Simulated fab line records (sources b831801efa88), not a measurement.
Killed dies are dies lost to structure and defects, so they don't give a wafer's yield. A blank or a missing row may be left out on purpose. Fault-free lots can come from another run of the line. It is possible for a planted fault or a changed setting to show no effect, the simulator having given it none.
Struck lot and sound lot, side by side | flow gf180mcu | 14 steps out of a route of 602
Sound: wafers L158.3, L158.4, L158.5. Struck: wafers L165.1, L165.3, L165.5. The cause is named last.
Each step with rows lists, per side, the tool, then ch with its chambers, then its first start. Under that, the readings that differ: sound wafers | struck wafers | difference of the means | sigmas: that difference in standard deviations of wafers without a fault.
alike: words and numbers the same on both sides, and readings whose means are apart by under 2 such deviations; not compared: readings that were withheld, readings missing a value for some wafer, numbers with overlapping values and no deviation given by the record, and bounds like >300 which may hide the same value.
Wherever a step has rows on one side only, a row that says differs or no value, or a row with sigmas, the two part there. Numbers that don't overlap but have no deviation are shown without sigmas and don't part them. A reading that every wafer of one side lacks parts them only if that side has two wafers or more.

first, 1 step without rows for these wafers: GF_V2_CVD_00 (deposits SiO2, target thk 600 nm, time 100 s).
GF_V2_THK_MEAS_01:
  struck on film-metro-01, day 23 07:04; sound on film-metro-03, day 21 01:35
  alike: V2_CVD_00_THK
GF_V2_CVD_02: deposits SiO2 from TEOS, target thk 850 nm, time 94.851 s.
  sound on pecvd-02 ch 0,1,2, day 21 01:37; struck on pecvd-04 ch 0,1,2, day 23 07:07
  alike: heater-power-w
GF_V2_THK_MEAS_03:
  struck on film-metro-03, day 23 07:11; sound on film-metro-01, day 21 01:43
  alike: V2_CVD_02_THK
GF_V2_CMP_04: polishes SiO2.
  sound on cmp-02 ch 2,3, day 21 01:48; struck on cmp-02 ch 1,2, day 23 07:18
  alike: motor-current-A, time-to-endpoint-s
GF_V2_BOW_MEAS_05:
  struck on film-metro-03, day 23 07:36; sound on film-metro-03, day 21 02:05
  alike: V2_BOW
then, 6 steps without rows for these wafers: GF_V2_DEHYDRATE_06 (time 60 s); GF_V2_HMDS_07 (prime time 60 s); GF_V2_COAT_08; GF_V2_COAT_09 (resist thk 1000 nm); GF_V2_SOFTBAKE_10 (time 60 s); GF_V2_EXPOSE_11 (exposes mask Via2, target cd 260 nm).
GF_V2_PEB_12: peb time 87.81 s.
  struck on litho-track-01, day 24 05:14; sound on litho-track-01 ch 0, day 22 01:15
  no value came back on the struck wafers for chill-plate-temp-C (C), exhaust-pa (Pa); on the sound wafers chill-plate-temp-C (C) reads 23.28 23.23 23.32
then, 1 step without rows for these wafers: GF_V2_DEVELOP_13 (develop time 60 s).

## WHERE THEY PART
Only at GF_V2_PEB_12, as far as this record shows.

WHY: what had been put in by the simulator
Beginning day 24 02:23, the whole step at GF_V2_PEB_12 was skipped on litho-track-01. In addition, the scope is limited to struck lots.
